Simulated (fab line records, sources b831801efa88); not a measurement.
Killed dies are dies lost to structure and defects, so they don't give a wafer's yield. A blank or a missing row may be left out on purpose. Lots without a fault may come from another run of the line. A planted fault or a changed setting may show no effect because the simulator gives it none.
Which tool did it? | flow gf180mcu | 14 lots, 42 wafers sampled, at 3 steps of a route of 602

WHAT THE GAUGES READ, wafer by wafer
GF_STI_THK_MEAS_02. Usual: STI_OXIDATION_THK 10.01 nm, standard deviation 0.16.
lot  | measured    | on            | STI_OXIDATION_THK (nm) | flag
L318 | day 1 12:06 | film_metro-04 | 10.06 10.13 10.00      |
L319 | day 1 16:57 | film_metro-04 | 9.81 9.81 9.95         |
L321 | day 2 02:31 | film_metro-03 | 9.99 9.99 10.02        |
L323 | day 2 17:03 | film_metro-04 | 10.02 9.98 10.10       |
L326 | day 3 04:14 | film_metro-02 | 10.11 10.19 9.92       |
L327 | day 3 08:31 | film_metro-04 | 10.30 10.12 10.15      |
L333 | day 4 15:25 | film_metro-04 | 10.00 10.07 10.21      |
L334 | day 4 19:31 | film_metro-02 | 9.95 9.88 9.89         |
L335 | day 5 04:38 | film_metro-04 | 9.99 10.08 10.13       |
L336 | day 5 08:37 | film_metro-04 | 10.32 10.32 10.26      |
L337 | day 5 12:38 | film_metro-03 | 10.07 10.07 10.33      |
L339 | day 5 20:31 | film_metro-03 | 9.76 9.69 9.94         |
L340 | day 6 01:31 | film_metro-04 | 9.93 9.76 9.94         |
L341 | day 6 06:31 | film_metro-04 | 10.19 10.26 10.07      |

GF_VT_IMPLANT_OVL_MEAS_07. Usual: VT_IMPLANT_OVL -1.0 nm, standard deviation 1.4.
lot  | measured     | on         | VT_IMPLANT_OVL (nm) | flag
L318 | day 5 13:31  | overlay-01 | 3.0 1.9 1.7         |
L319 | day 6 05:23  | overlay-01 | -0.2 -0.9 -0.5      |
L321 | day 6 12:17  | overlay-02 | -2.4 -1.5 -0.4      |
L323 | day 6 23:17  | overlay-02 | 0.1 0.4 1.1         |
L326 | day 7 23:41  | overlay-01 | - - -               | OFF
L327 | day 8 00:33  | overlay-02 | - - -               | OFF
L333 | day 9 13:58  | overlay-02 | -1.1 -1.2 -1.5      |
L334 | day 9 15:44  | overlay-02 | -1.5 -2.5 -4.3      |
L335 | day 10 06:46 | overlay-02 | -3.3 -2.9 -2.1      |
L336 | day 10 13:53 | overlay-02 | 0.2 0.7 -1.3        |
L337 | day 10 18:32 | overlay-01 | -1.1 -2.0 -2.4      |
L339 | day 11 04:01 | overlay-01 | -0.1 -0.4 0.8       |
L340 | day 11 04:14 | overlay-02 | 1.1 0.4 -0.6        |
L341 | day 11 11:21 | overlay-02 | -0.5 0.8 0.2        |

WHICH TOOL RAN EACH LOT (tool, then ch and the chambers of the sampled wafers, then the start)
lot  | GF_VT_IMPLANT_DEVELOP_06
L318 | litho_track-03 ch 0, day 5 13:25
L319 | litho_track-02 ch 0, day 6 05:14
L321 | litho_track-02 ch 0, day 6 12:09
L323 | litho_track-02 ch 0, day 6 23:08
L326 | litho_track-02, day 7 23:33
L327 | litho_track-01, day 8 00:24
L333 | litho_track-03 ch 0, day 9 13:50
L334 | litho_track-02 ch 0, day 9 15:35
L335 | litho_track-02 ch 0, day 10 06:37
L336 | litho_track-02 ch 0, day 10 13:45
L337 | litho_track-02 ch 0, day 10 18:25
L339 | litho_track-02 ch 0, day 11 03:52
L340 | litho_track-03 ch 0, day 11 04:05
L341 | litho_track-03 ch 0, day 11 11:13
- GF_VT_IMPLANT_DEVELOP_06: develop time 60 s.

WHAT THE TOOLS THEMSELVES READ (means of the sampled wafers that have a number; where no wafer has one, the mark that the record gives instead)
GF_VT_IMPLANT_DEVELOP_06. Usual: chill_plate_temp_C 23.02 C, standard deviation 0.099; developer_temp_C 23.02 C, standard deviation 0.11; resist_line_temp_C 23.00 C, standard deviation 0.099.
lot  | tool           | chill_plate_temp_C (C) | developer_temp_C (C) | resist_line_temp_C (C) | flag
L318 | litho_track-03 | 22.93                  | 23.06                | 23.04                  |
L319 | litho_track-02 | 23.05                  | 23.00                | 22.98                  |
L321 | litho_track-02 | 23.06                  | 23.15                | 23.09                  |
L323 | litho_track-02 | 23.03                  | 23.01                | 23.10                  |
L326 | litho_track-02 | -                      | -                    | -                      | OFF
L327 | litho_track-01 | -                      | -                    | -                      | OFF
L333 | litho_track-03 | 22.87                  | 22.96                | 22.99                  |
L334 | litho_track-02 | 23.03                  | 22.98                | 23.00                  |
L335 | litho_track-02 | 23.02                  | 23.10                | 23.10                  |
L336 | litho_track-02 | 23.15                  | 23.19                | 22.89                  |
L337 | litho_track-02 | 22.90                  | 22.89                | 23.05                  |
L339 | litho_track-02 | 22.99                  | 23.08                | 23.09                  |
L340 | litho_track-03 | 22.92                  | 23.19                | 23.08                  |
L341 | litho_track-03 | 23.04                  | 22.94                | 23.00                  |

THE ANSWER, worked out from the rows above alone
Rule: a lot is off if the mean of its wafers that have a number lies more than 3 standard deviations from the usual mean. A lot without any number at a reading at which 4 lots or more have one is off too. The other lots that the step has rows for count as sound. The gauges are gone through in route order, then the tools' own readings, and for those a lot's mean is taken as printed above. The first step at which some lot is off is used, and at that step the reading that is off furthest; a lot without a number counts as furthest.
Off: L326, L327, at GF_VT_IMPLANT_OVL_MEAS_07 (VT_IMPLANT_OVL). Without a number there: L326, L327.
A tool fits if, at a process step before that reading, it ran every lot that is off, and no sound lot after the first of them. The gauges at GF_VT_IMPLANT_OVL_MEAS_07 aren't tried: what is off there is off at GF_VT_IMPLANT_DEVELOP_06 too, on other tools, and a gauge's error can't cause that. None of those tried fits.

WHAT THE SIMULATOR HAD PUT IN
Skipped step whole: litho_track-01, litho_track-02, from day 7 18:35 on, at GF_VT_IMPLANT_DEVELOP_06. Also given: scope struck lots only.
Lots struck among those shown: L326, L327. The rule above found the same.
